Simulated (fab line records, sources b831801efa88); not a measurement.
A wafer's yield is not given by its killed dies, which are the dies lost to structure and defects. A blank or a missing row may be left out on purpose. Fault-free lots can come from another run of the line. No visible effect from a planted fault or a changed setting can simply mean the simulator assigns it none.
Which tool did it? / flow sky130 / Sampling: 6 lots, 18 wafers, 3 of 708 route steps

== WHAT THE GAUGES SHOWED, per wafer ==
SKY_VIA1_THK_MEAS_01.
lot=L548; measured=day 33 03:28; on=film_metro-02; VIA1_HDPCVD_THK (nm)=1020 1033 1017
lot=L552; measured=day 34 20:51; on=film_metro-04; VIA1_HDPCVD_THK (nm)=1042 1036 1028
lot=L556; measured=day 35 19:17; on=film_metro-03; VIA1_HDPCVD_THK (nm)=1024 1027 1546 1024 1028 1545
lot=L561; measured=day 37 08:08; on=film_metro-03; VIA1_HDPCVD_THK (nm)=1041 1045 1056
lot=L566; measured=day 38 21:15; on=film_metro-03; VIA1_HDPCVD_THK (nm)=1024 1051 1043
lot=L570; measured=day 39 21:06; on=film_metro-03; VIA1_HDPCVD_THK (nm)=1039 1046 1054

== WHICH TOOL RAN EACH LOT (tool, then ch and the chambers of the sampled wafers, then the start) ==
lot=L548; SKY_METAL1_SPUTTER_03=pvd_sputter-01, day 32 00:08; SKY_VIA1_HDPCVD_00=hdpcvd-02 ch 1,2, day 33 03:21
lot=L552; SKY_METAL1_SPUTTER_03=pvd_sputter-04, day 33 17:08; SKY_VIA1_HDPCVD_00=hdpcvd-02 ch 0,2, day 34 20:43
lot=L556; SKY_METAL1_SPUTTER_03=pvd_sputter-04, day 34 15:17; SKY_VIA1_HDPCVD_00=hdpcvd-02 ch 0,1,2, day 35 19:10
lot=L561; SKY_METAL1_SPUTTER_03=pvd_sputter-04, day 36 04:41; SKY_VIA1_HDPCVD_00=hdpcvd-01 ch 0,1,2, day 37 08:01
lot=L566; SKY_METAL1_SPUTTER_03=pvd_sputter-03, day 37 18:19; SKY_VIA1_HDPCVD_00=hdpcvd-01 ch 0,1,2, day 38 21:07
lot=L570; SKY_METAL1_SPUTTER_03=pvd_sputter-03, day 38 19:17; SKY_VIA1_HDPCVD_00=hdpcvd-01 ch 0,1, day 39 20:59
- SKY_METAL1_SPUTTER_03: material Ti, target thk 5 nm, time 3.3 s.
- SKY_VIA1_HDPCVD_00: deposits SiO2, target thk 1030 nm, time 171.7 s.

== THE ANSWER, worked out from the rows above alone ==
Rule: the lots themselves supply what counts as usual. The widest of any qualifying gaps counts: lots, ordered by their means at a reading, are off when they make up no more than a third of the lots, leave a main group of 4 or more, and stand apart from it by 3 or more times the standard deviation of that group's means. If all means in a main group match to the digits the tables above print for the reading, that group is not used. Also off: a lot with no number at a reading for which 4 or more lots have one. All remaining lots with rows at the step are treated as sound.
Off: L556, at SKY_VIA1_THK_MEAS_01 (VIA1_HDPCVD_THK). The main group has a mean of 1038 nm with a standard deviation of 8.7.
A tool fits if, at a process step before that reading, it ran every lot that is off, and no sound lot after the first of them. The gauges at SKY_VIA1_THK_MEAS_01 are tried like those tools. One fits: hdpcvd-02 at SKY_VIA1_HDPCVD_00. A fault onset in the window from L552 (day 34 20:43, its last sound lot) to L556 (day 35 19:10, its first lot off) fits.

== WHAT THE SIMULATOR HAD PUT IN ==
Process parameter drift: hdpcvd-02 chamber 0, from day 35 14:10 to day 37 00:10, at SKY_VIA1_HDPCVD_00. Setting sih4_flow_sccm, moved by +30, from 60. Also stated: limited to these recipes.
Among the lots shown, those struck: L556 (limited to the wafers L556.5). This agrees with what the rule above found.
